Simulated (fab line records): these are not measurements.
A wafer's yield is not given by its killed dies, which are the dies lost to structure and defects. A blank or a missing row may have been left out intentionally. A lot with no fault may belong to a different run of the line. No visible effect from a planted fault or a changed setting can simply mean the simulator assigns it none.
fab line records    flow gf180mcu    part 1 of 2: steps 1 to 24 of 33
[record] lots = 5  wafers = 15  last-day = 33
route steps=602 shown V4@483 MIM@503
lots that met no fault: taken from a fault-free run of the same line
start-h: hours from the record's first day to the start of the lot's first wafer shown    wait-h: hours elapsed since this lot's preceding step    " repeats the value in the row above    L1.1+2: one row covering several wafers at once    - no value present, or no start provided    * or withheld: withheld    < > ~ a bound
route shown NAME@n: names a module that has steps shown in the file, with the first one's number in the route    usual: average and standard deviation across the fault-free wafers    same: alike in all rows    chamber/n: place in a boat    sites: the reading at each site    _std_site: the values' standard deviation    _edge_site: the outer-site mean with the inner-site mean subtracted    radius-mm: for every site, how far away it sits from the centre of the wafer    mask NAME#n: copy n    behind: the tool/chamber that last shaped the wafer    hold: the reason the lot was held/the length of the hold in hours/how it ended    device: transistor that didn't switch, given as n, p or np    end of line: at the end of the route, the tests of the same wafers    a step given without rows: its recipe and nothing more    killed: dies that structure and defects cost at the first sort, which is not the same as the wafer's yield    map: the dies of a wafer, with x for killed, . for not killed, _ for no die there
set.NAME: the setting as run; set.NAME@STEP: as run at that earlier step    model.NAME: the simulator's own value behind a step, which no gauge read
lots at selected steps of the route; one table per step, one row per wafer
services: the hour from which a tool's chamber was out of use, counted from the record's first day as start-h (under 0 if before that day), plus the number of hours and why
[[steps]]
[step GF_V4_HMDS_07]
[recipe] prime-time-s = 60  prime-temp-c = 120
[usual] chill-plate-temp-C = 22.99/0.097  resist-line-temp-C = 23.01/0.11
lot.wafer  tool            chamber  start-h  wait-h  chill-plate-temp-C  resist-line-temp-C
L083.2     litho-track-04  0        621.39   0.1     22.93               23.08
L083.4     "               0        "        "       22.85               23.11
L083.5     "               0        "        "       22.91               23.07
L086.1     litho-track-03  0        644.53   0.1     23.02               23.12
L086.2     "               0        "        "       23.01               23.11
L086.3     "               0        "        "       22.98               23.00
L089.3     litho-track-03  0        665.33   0.1     22.90               23.19
L089.4     "               0        "        "       22.87               23.17
L089.6     "               0        "        "       23.02               23.24
L091.2     litho-track-03  0        678.30   0.1     22.98               23.16
L091.3     "               0        "        "       22.82               23.07
L091.5     "               0        "        "       23.10               23.09
L093.1     litho-track-03  0        690.68   0.1     22.87               22.89
L093.4     "               0        "        "       22.91               23.01
L093.5     "               0        "        "       22.86               22.85
[step GF_V4_COAT_08]
[recipe] resist = BARC  temp-c = withheld  time-s = withheld  spin-rpm = withheld  resist-thk-nm = withheld
[usual] chill-plate-temp-C = *  resist-line-temp-C = *
lot.wafer  tool            chamber  start-h  wait-h  chill-plate-temp-C  resist-line-temp-C
L083.2     litho-track-04  0        621.54   0.1     *                   *
L083.4     "               0        "        "       *                   *
L083.5     "               0        "        "       *                   *
L086.1     litho-track-03  0        644.68   0.1     *                   *
L086.2     "               0        "        "       *                   *
L086.3     "               0        "        "       *                   *
L089.3     litho-track-03  0        665.48   0.1     *                   *
L089.4     "               0        "        "       *                   *
L089.6     "               0        "        "       *                   *
L091.2     litho-track-03  0        678.45   0.1     *                   *
L091.3     "               0        "        "       *                   *
L091.5     "               0        "        "       *                   *
L093.1     litho-track-03  0        690.83   0.1     *                   *
L093.4     "               0        "        "       *                   *
L093.5     "               0        "        "       *                   *
[step GF_V4_COAT_09]
[recipe] resist = KrF  spin-rpm = withheld  resist-thk-nm = 1000
[usual] chill-plate-temp-C = 23.00/0.11  resist-line-temp-C = 22.99/0.11
lot.wafer  tool            chamber  start-h  wait-h  chill-plate-temp-C  resist-line-temp-C
L083.2     litho-track-04  0        -        -       22.94               23.06
L083.4     "               0        "        "       23.14               22.95
L083.5     "               0        "        "       23.02               22.97
L086.1     litho-track-03  0        -        -       22.95               23.09
L086.2     "               0        "        "       22.90               22.94
L086.3     "               0        "        "       22.94               22.98
L089.3     litho-track-03  0        -        -       22.87               23.14
L089.4     "               0        "        "       23.01               22.92
L089.6     "               0        "        "       22.91               23.06
L091.2     litho-track-03  0        -        -       23.04               23.16
L091.3     "               0        "        "       22.93               23.07
L091.5     "               0        "        "       23.12               23.13
L093.1     litho-track-03  0        -        -       23.28               23.04
L093.4     "               0        "        "       23.19               22.81
L093.5     "               0        "        "       22.92               23.01
[step GF_V4_SOFTBAKE_10]
[recipe] temp-c = 130  time-s = 60  resist = KrF
[usual] chill-plate-temp-C = 23.01/0.1  plate-temp-C = 130.00/0.16  resist-line-temp-C = 22.99/0.11
lot.wafer  tool            chamber  start-h  wait-h  chill-plate-temp-C  plate-temp-C  resist-line-temp-C
L083.2     litho-track-04  0        -        -       22.84               130.17        22.94
L083.4     "               0        "        "       22.95               130.13        22.90
L083.5     "               0        "        "       22.80               129.91        23.10
L086.1     litho-track-03  0        -        -       22.91               129.97        22.84
L086.2     "               0        "        "       22.89               130.19        22.90
L086.3     "               0        "        "       22.91               130.21        22.95
L089.3     litho-track-03  0        -        -       22.95               130.02        23.16
L089.4     "               0        "        "       23.03               130.13        23.12
L089.6     "               0        "        "       22.97               129.94        22.95
L091.2     litho-track-03  0        -        -       22.88               130.20        23.08
L091.3     "               0        "        "       22.99               130.10        23.12
L091.5     "               0        "        "       23.09               130.17        23.19
L093.1     litho-track-03  0        -        -       22.89               129.93        23.02
L093.4     "               0        "        "       23.19               130.01        23.07
L093.5     "               0        "        "       23.06               129.86        23.06
[step GF_V4_EXPOSE_11]
[recipe] mask-id = Via4  target-cd-nm = 260  na = 0.68  source-shape = conventional  sigma-outer = 0.6  dose-mj = 38
[same] sigma-outer = 0.6
lot.wafer   tool            chamber  start-h  wait-h  mask
L083.2+4+5  krf-scanner-02  0        -        -       Via4#0
L086.1+2+3  krf-scanner-02  0        -        -       Via4#0
L089.3+4+6  krf-scanner-02  0        -        -       Via4#0
L091.2+3+5  krf-scanner-01  0        -        -       Via4#0
L093.1+4+5  krf-scanner-01  0        -        -       Via4#0
[step GF_V4_PEB_12]
[recipe] peb-temp-c = 135  peb-time-s = 90  resist = KrF
[usual] chill-plate-temp-C = 23.00/0.11  plate-temp-C = 134.99/0.15  resist-line-temp-C = 22.99/0.11
lot.wafer  tool            chamber  start-h  wait-h  chill-plate-temp-C  plate-temp-C  resist-line-temp-C
L083.2     litho-track-01  0        -        -       22.99               135.32        22.94
L083.4     "               0        "        "       22.98               135.09        23.02
L083.5     "               0        "        "       23.20               135.00        23.03
L086.1     litho-track-03  0        -        -       23.10               135.35        22.98
L086.2     "               0        "        "       23.06               135.34        22.90
L086.3     "               0        "        "       23.07               134.96        22.99
L089.3     litho-track-04  0        -        -       22.84               134.97        22.84
L089.4     "               0        "        "       22.81               134.86        22.69
L089.6     "               0        "        "       22.96               134.95        22.99
L091.2     litho-track-03  0        -        -       23.06               135.18        22.98
L091.3     "               0        "        "       23.05               135.03        22.95
L091.5     "               0        "        "       23.10               135.13        22.77
L093.1     litho-track-04  0        -        -       22.97               135.09        22.82
L093.4     "               0        "        "       23.27               135.27        23.02
L093.5     "               0        "        "       22.85               135.22        23.12
[step GF_V4_DEVELOP_13]
[recipe] develop-time-s = 60  resist = KrF  dev-temp-c = 21
[usual] chill-plate-temp-C = 22.99/0.1  resist-line-temp-C = 22.97/0.11
lot.wafer  tool            chamber  start-h  wait-h  chill-plate-temp-C  resist-line-temp-C
L083.2     litho-track-01  0        632.50   0.2     23.00               22.96
L083.4     "               0        "        "       23.10               23.15
L083.5     "               0        "        "       23.12               23.18
L086.1     litho-track-03  0        655.23   0.2     22.94               22.79
L086.2     "               0        "        "       22.77               22.85
L086.3     "               0        "        "       22.99               22.88
L089.3     litho-track-04  0        675.27   0.1     22.92               23.20
L089.4     "               0        "        "       23.03               23.06
L089.6     "               0        "        "       23.01               23.13
L091.2     litho-track-03  0        688.40   0.2     23.01               23.09
L091.3     "               0        "        "       23.04               23.04
L091.5     "               0        "        "       22.98               22.91
L093.1     litho-track-04  0        700.97   0.2     23.06               23.12
L093.4     "               0        "        "       23.22               22.88
L093.5     "               0        "        "       22.94               22.98
[step GF_V4_CD_MEAS_14]
[recipe] target-cd-nm = 260
[usual] cd-nm = 260.5/1.2
lot.wafer  tool       chamber  start-h  wait-h  cd-nm
L083.2     cd-sem-02  -        632.65   0.1     258.9
L083.4     "          -        "        "       258.1
L083.5     "          -        "        "       258.1
L086.1     cd-sem-01  -        655.38   0.1     260.0
L086.2     "          -        "        "       261.5
L086.3     "          -        "        "       260.6
L089.3     cd-sem-02  -        675.41   0.1     260.8
L089.4     "          -        "        "       261.3
L089.6     "          -        "        "       261.1
L091.2     cd-sem-01  -        688.55   0.1     260.6
L091.3     "          -        "        "       259.3
L091.5     "          -        "        "       261.2
L093.1     cd-sem-01  -        701.12   0.1     260.7
L093.4     "          -        "        "       261.6
L093.5     "          -        "        "       261.1
[step GF_V4_OVL_MEAS_15]
[usual] V4_OVL = -5/5.2
lot.wafer  tool        chamber  start-h  wait-h  V4_OVL[nm]
L083.2     overlay-01  -        632.75   0.1     -15
L083.4     "           -        "        "       -12
L083.5     "           -        "        "       -16
L086.1     overlay-01  -        655.50   0.1     -2
L086.2     "           -        "        "       -4
L086.3     "           -        "        "       -1
L089.3     overlay-02  -        675.50   0.1     -1
L089.4     "           -        "        "       -5
L089.6     "           -        "        "       -4
L091.2     overlay-02  -        688.66   0.1     -8
L091.3     "           -        "        "       -3
L091.5     "           -        "        "       -3
L093.1     overlay-02  -        701.24   0.1     -11
L093.4     "           -        "        "       -5
L093.5     "           -        "        "       -13
[step GF_V4_ETCH_16]
[recipe] chemistry = N2/H2  target-depth-a = withheld  overetch-a = withheld  time-s = withheld  target = BARC  ion-energy-ev = 200  source-w = 500  bias-w = 100  pressure-mtorr = 30  n2-flow-sccm = 100  h2-flow-sccm = 200
[usual] drypump-motor-current-A = 5.9/0.4  oes-product-au = 0.855/0.0048  throttle-valve-pct = 13.225/0.0095
lot.wafer  tool         chamber  start-h  wait-h  drypump-motor-current-A  oes-product-au  throttle-valve-pct
L083.2     rie-diel-04  3        632.78   0.0     6.0                      0.846           13.230
L083.4     "            2        "        "       6.4                      0.854           13.223
L083.5     "            0        "        "       5.7                      0.853           13.219
L086.1     rie-diel-03  1        655.54   0.0     6.2                      0.855           13.220
L086.2     "            3        "        "       6.0                      0.856           13.223
L086.3     "            0        "        "       4.9                      0.863           13.216
L089.3     rie-diel-04  1        675.52   0.0     6.3                      0.851           13.246
L089.4     "            2        "        "       6.4                      0.852           13.236
L089.6     "            3        "        "       6.0                      0.852           13.237
L091.2     rie-diel-01  2        688.69   0.0     5.6                      0.855           13.209
L091.3     "            3        "        "       5.2                      0.849           13.205
L091.5     "            1        "        "       5.5                      0.855           13.227
L093.1     rie-diel-01  1        701.27   0.0     5.5                      0.856           13.220
L093.4     "            0        "        "       5.6                      0.856           13.222
L093.5     "            3        "        "       5.2                      0.856           13.227
[step GF_V4_ETCH_17]
[recipe] chemistry = C4F8/O2/Ar  mask-material = KrF  target = SiO2  stop-on = TiN  source-w = 1500  bias-w = 1200  pressure-mtorr = 40  c4f8-flow-sccm = withheld  O2_flow_sccm = 6  Ar_flow_sccm = 300  time-s = withheld  target-depth-a = 6300
[usual] oes-product-au = 0.856/0.0051
lot.wafer  tool         chamber  start-h  wait-h  oes-product-au
L083.2     rie-diel-04  3        -        -       0.850
L083.4     "            2        "        "       0.863
L083.5     "            0        "        "       0.852
L086.1     rie-diel-03  1        -        -       0.853
L086.2     "            3        "        "       0.859
L086.3     "            0        "        "       0.855
L089.3     rie-diel-04  1        -        -       0.858
L089.4     "            2        "        "       0.854
L089.6     "            3        "        "       0.853
L091.2     rie-diel-01  2        -        -       0.864
L091.3     "            3        "        "       0.862
L091.5     "            1        "        "       0.862
L093.1     rie-diel-01  1        -        -       0.866
L093.4     "            0        "        "       0.861
L093.5     "            3        "        "       0.849
[step GF_V4_STRIP_18]
[recipe] chemistry = O2/N2  power-w = 1400  pressure-mtorr = 1500  platen-temp-c = 250  o2-flow-sccm = 3000  n2-flow-sccm = 300  overash-fraction = 0.5
[usual] drypump-motor-current-A = 5.6/0.54  heater-power-w = 333/40  oes-product-au = 0.593/0.0052  platen-temp-c = 250.01/0.17
lot.wafer  tool             chamber  start-h  wait-h  drypump-motor-current-A  heater-power-w  oes-product-au  platen-temp-c  rf-hours-counter-h
L083.2     plasma-asher-03  0        632.91   -       5.4                      292             0.591           249.92         22
L083.4     "                1        "        "       6.1                      411             0.595           250.10         -
L083.5     "                1        "        "       6.1                      419             0.596           249.77         -
L086.1     plasma-asher-01  0        655.66   -       5.8                      297             0.596           249.61         105
L086.2     "                1        "        "       4.8                      337             0.593           249.82         105
L086.3     "                1        "        "       4.8                      344             0.587           249.94         -
L089.3     plasma-asher-02  1        675.68   -       6.3                      343             0.585           250.05         -
L089.4     "                0        "        "       5.1                      315             0.591           250.14         -
L089.6     "                1        "        "       6.3                      340             0.593           250.14         -
L091.2     plasma-asher-02  0        688.81   -       5.1                      310             0.591           250.24         93
L091.3     "                0        "        "       5.1                      302             0.593           250.14         -
L091.5     "                0        "        "       5.1                      312             0.589           250.11         -
L093.1     plasma-asher-02  0        701.40   -       5.1                      301             0.590           249.99         94
L093.4     "                0        "        "       5.1                      302             0.584           249.82         -
L093.5     "                0        "        "       5.1                      305             0.585           249.75         -
[step GF_V4_STRIP_19]
[recipe] chemistry = post-etch-residue-remover  time-s = 1200  temp-c = 72.5
lot.wafer   tool          chamber  start-h  wait-h
L083.2+4+5  wet-bench-03  1        633.01   0.1
L086.1+2+3  wet-bench-01  3        655.76   0.1
L089.3+4+6  wet-bench-01  3        675.75   0.0
L091.2+3+5  wet-bench-03  1        688.91   0.1
L093.1+4+5  wet-bench-01  2        701.50   0.1
[step GF_V4_CLEAN_20]
[recipe] chemistry = DIW  dry = n2-spin
lot.wafer   tool          chamber  start-h  wait-h
L083.2+4+5  wet-bench-02  3        633.36   0.0
L086.1+2+3  wet-bench-02  0        656.11   0.0
L089.3+4+6  wet-bench-03  3        676.09   0.0
L091.2+3+5  wet-bench-01  3        689.26   0.0
L093.1+4+5  wet-bench-02  2        702.25   0.0
[step GF_V4_SPUTTER_21]
[recipe] material = Ti  target-thk-nm = 15  chamber-pressure-pa = 5  power-w = 2500  substrate-temp-c = 200  time-s = 80.02
[usual] throttle-valve-pct = 29.1/1.5
lot.wafer  tool            chamber  start-h  wait-h  throttle-valve-pct
L083.2     pvd-sputter-01  -        633.45   0.0     29.6
L083.4     "               -        "        "       29.3
L083.5     "               -        "        "       29.4
L086.1     pvd-sputter-03  -        656.20   0.0     28.3
L086.2     "               -        "        "       30.2
L086.3     "               -        "        "       31.2
L089.3     pvd-sputter-01  -        676.19   0.0     29.6
L089.4     "               -        "        "       29.2
L089.6     "               -        "        "       26.3
L091.2     pvd-sputter-01  -        689.36   0.0     29.7
L091.3     "               -        "        "       29.0
L091.5     "               -        "        "       30.3
L093.1     pvd-sputter-01  -        702.35   0.0     30.3
L093.4     "               -        "        "       26.3
L093.5     "               -        "        "       26.0
[step GF_V4_SPUTTER_22]
[recipe] material = TiN  target-thk-nm = 10  chamber-pressure-pa = 5  power-w = 4000  time-s = 40
[usual] throttle-valve-pct = 29.1/1.5
lot.wafer  tool            chamber  start-h  wait-h  throttle-valve-pct
L083.2     pvd-sputter-01  -        633.51   0.0     29.4
L083.4     "               -        "        "       29.5
L083.5     "               -        "        "       29.3
L086.1     pvd-sputter-03  -        656.26   0.0     28.3
L086.2     "               -        "        "       30.4
L086.3     "               -        "        "       31.3
L089.3     pvd-sputter-01  -        676.25   0.0     29.6
L089.4     "               -        "        "       29.1
L089.6     "               -        "        "       26.2
L091.2     pvd-sputter-01  -        689.42   0.0     29.7
L091.3     "               -        "        "       29.2
L091.5     "               -        "        "       30.4
L093.1     pvd-sputter-01  -        702.41   0.0     30.1
L093.4     "               -        "        "       26.4
L093.5     "               -        "        "       26.0
[step GF_V4_CVD_23]
[recipe] material = W  target-thk-nm = 350  time-s = 104.9  temp-c = 400  pressure-torr = 40
[usual] heater-power-w = 894/62  susceptor-temp-C = 400.03/0.21
lot.wafer  tool      chamber  start-h  wait-h  heater-power-w  susceptor-temp-C
L083.2     cvd-w-02  0        633.55   0.0     875             400.05
L083.4     "         1        "        "       892             399.74
L083.5     "         0        "        "       877             400.28
L086.1     cvd-w-02  0        656.30   0.0     875             399.78
L086.2     "         1        "        "       876             400.39
L086.3     "         1        "        "       894             400.14
L089.3     cvd-w-01  1        676.33   0.1     998             400.12
L089.4     "         0        "        "       778             399.91
L089.6     "         1        "        "       1039            400.22
L091.2     cvd-w-02  1        689.46   0.0     904             399.96
L091.3     "         1        "        "       887             399.76
L091.5     "         1        "        "       906             399.65
L093.1     cvd-w-02  1        702.45   0.0     910             400.29
L093.4     "         0        "        "       864             400.10
L093.5     "         1        "        "       908             399.85
[step GF_V4_RS_MEAS_24]
[recipe] thk-meas-gauge = four-point-probe  reads = W_of_V4_CVD_23+TiN_of_V4_SPUTTER_22+Ti_of_V4_SPUTTER_21
[usual] V4_W_RS = 0.323/0.006
lot.wafer  tool           chamber  start-h  wait-h  V4_W_RS[ohm/sq]
L083.2     film-metro-02  -        633.68   0.1     0.324
L083.4     "              -        "        "       0.331
L083.5     "              -        "        "       0.321
L086.1     film-metro-04  -        656.41   0.1     0.317
L086.2     "              -        "        "       0.326
L086.3     "              -        "        "       0.333
L089.3     film-metro-02  -        676.45   0.1     0.328
L089.4     "              -        "        "       0.329
L089.6     "              -        "        "       0.326
L091.2     film-metro-04  -        689.59   0.1     0.328
L091.3     "              -        "        "       0.324
L091.5     "              -        "        "       0.328
L093.1     film-metro-01  -        702.56   0.1     0.328
L093.4     "              -        "        "       0.321
L093.5     "              -        "        "       0.328
[step GF_V4_THK_MEAS_25]
[recipe] thk-meas-gauge = xrf  reads = W_of_V4_CVD_23
[usual] V4_W_THK = 349/8
lot.wafer  tool           chamber  start-h  wait-h  V4_W_THK[nm]
L083.2     film-metro-02  -        633.79   0.1     341
L083.4     "              -        "        "       335
L083.5     "              -        "        "       345
L086.1     film-metro-04  -        656.53   0.1     352
L086.2     "              -        "        "       344
L086.3     "              -        "        "       337
L089.3     film-metro-02  -        676.55   0.1     339
L089.4     "              -        "        "       341
L089.6     "              -        "        "       341
L091.2     film-metro-04  -        689.70   0.1     338
L091.3     "              -        "        "       344
L091.5     "              -        "        "       340
L093.1     film-metro-01  -        702.68   0.1     347
L093.4     "              -        "        "       353
L093.5     "              -        "        "       347
[step GF_V4_CMP_26]
[recipe] stop-on = SiO2  down-force-psi = 3.5  platen-rpm = 60  t-overpolish-s = 15  target-thk-nm = 0  pad-velocity-m-s = 0.94248
[usual] edge-zone-pressure-frac = 1.000/0.0048  motor-current-A = 9.7/1.4  overpolish-run-s = 15.000/0.0087  time-to-endpoint-s = 88/3.8
[same] t-overpolish-s = 15
lot.wafer  tool    chamber  start-h  wait-h  edge-zone-pressure-frac  motor-current-A  overpolish-run-s  time-to-endpoint-s
L083.4     cmp-01  2        633.94   0.1     0.997                    7.5              15.000            87
L083.2     "       3        "        "       1.002                    10.8             14.995            84
L083.5     "       0        "        "       1.008                    8.9              15.003            87
L086.1     cmp-02  2        656.59   0.1     0.999                    8.5              15.016            94
L086.3     "       3        "        "       0.998                    11.5             14.994            93
L086.2     "       0        "        "       0.994                    9.4              15.012            94
L089.4     cmp-01  2        676.64   0.1     0.999                    7.5              14.984            88
L089.3     "       0        "        "       0.999                    8.9              15.009            85
L089.6     "       2        "        "       1.000                    7.6              15.014            90
L091.3     cmp-02  2        689.75   0.0     1.004                    8.3              14.985            87
L091.2     "       0        "        "       0.996                    9.6              15.007            88
L091.5     "       2        "        "       1.002                    8.4              15.001            87
L093.4     cmp-01  3        702.79   0.1     0.999                    11.1             15.009            86
L093.1     "       1        "        "       0.998                    10.6             14.995            86
L093.5     "       2        "        "       0.993                    7.7              14.985            89
[step GF_MIM_SPUTTER_00]
[recipe] material = Ti  target-thk-nm = 37.5  arriving-ion-energy-ev = 80  substrate-temp-c = 200  chamber-pressure-pa = 2  power-w = 4000  time-s = 150
[usual] throttle-valve-pct = 29.3/1.1
lot.wafer  tool            chamber  start-h  wait-h  throttle-valve-pct
L083.2     pvd-sputter-04  -        634.14   0.1     29.5
L083.4     "               -        "        "       29.4
L083.5     "               -        "        "       29.8
L086.1     pvd-sputter-01  -        656.89   0.2     30.3
L086.2     "               -        "        "       29.9
L086.3     "               -        "        "       29.3
L089.3     pvd-sputter-02  -        676.89   0.1     29.2
L089.4     "               -        "        "       30.8
L089.6     "               -        "        "       28.1
L091.2     pvd-sputter-01  -        690.05   0.1     30.2
L091.3     "               -        "        "       29.4
L091.5     "               -        "        "       26.3
L093.1     pvd-sputter-01  -        703.04   0.1     26.0
L093.4     "               -        "        "       29.7
L093.5     "               -        "        "       30.6
[step GF_MIM_SPUTTER_01]
[recipe] material = TiN  target-thk-nm = 30  power-w = 6500  time-s = 25  chamber-pressure-pa = 0.4
[usual] throttle-valve-pct = 29.3/1.1
lot.wafer  tool            chamber  start-h  wait-h  throttle-valve-pct
L083.2     pvd-sputter-04  -        634.24   0.1     29.2
L083.4     "               -        "        "       29.2
L083.5     "               -        "        "       29.9
L086.1     pvd-sputter-01  -        656.99   0.1     30.6
L086.2     "               -        "        "       29.8
L086.3     "               -        "        "       29.3
L089.3     pvd-sputter-02  -        676.99   0.1     28.9
L089.4     "               -        "        "       30.7
L089.6     "               -        "        "       28.0
L091.2     pvd-sputter-01  -        690.15   0.1     30.6
L091.3     "               -        "        "       29.8
L091.5     "               -        "        "       26.3
L093.1     pvd-sputter-01  -        703.14   0.1     26.2
L093.4     "               -        "        "       29.4
L093.5     "               -        "        "       30.6
[step GF_MIM_SPUTTER_02]
[recipe] material = AlCu  target-thk-nm = 450  power-w = 10600  time-s = 23.9  chamber-pressure-pa = 0.4
[usual] throttle-valve-pct = 29.3/1.1
lot.wafer  tool            chamber  start-h  wait-h  throttle-valve-pct
L083.2     pvd-sputter-04  -        634.27   0.0     29.8
L083.4     "               -        "        "       29.2
L083.5     "               -        "        "       29.7
L086.1     pvd-sputter-01  -        657.02   0.0     30.3
L086.2     "               -        "        "       29.5
L086.3     "               -        "        "       29.2
L089.3     pvd-sputter-02  -        677.02   0.0     29.1
L089.4     "               -        "        "       30.5
L089.6     "               -        "        "       28.0
L091.2     pvd-sputter-01  -        690.18   0.0     30.2
L091.3     "               -        "        "       29.7
L091.5     "               -        "        "       25.9
L093.1     pvd-sputter-01  -        703.17   0.0     26.4
L093.4     "               -        "        "       29.9
L093.5     "               -        "        "       30.4
[step GF_MIM_SPUTTER_03]
[recipe] material = Ti  target-thk-nm = 10  substrate-temp-c = 300  chamber-pressure-pa = 0.3  power-w = 3000  time-s = 6.7
[usual] throttle-valve-pct = 29.3/1
lot.wafer  tool            chamber  start-h  wait-h  throttle-valve-pct
L083.2     pvd-sputter-04  -        634.30   0.0     29.6
L083.4     "               -        "        "       29.4
L083.5     "               -        "        "       29.6
L086.1     pvd-sputter-01  -        657.05   0.0     30.4
L086.2     "               -        "        "       29.7
L086.3     "               -        "        "       29.4
L089.3     pvd-sputter-02  -        677.05   0.0     29.0
L089.4     "               -        "        "       30.6
L089.6     "               -        "        "       28.1
L091.2     pvd-sputter-01  -        690.21   0.0     30.1
L091.3     "               -        "        "       29.7
L091.5     "               -        "        "       26.1
L093.1     pvd-sputter-01  -        703.20   0.0     26.3
L093.4     "               -        "        "       29.8
L093.5     "               -        "        "       30.1
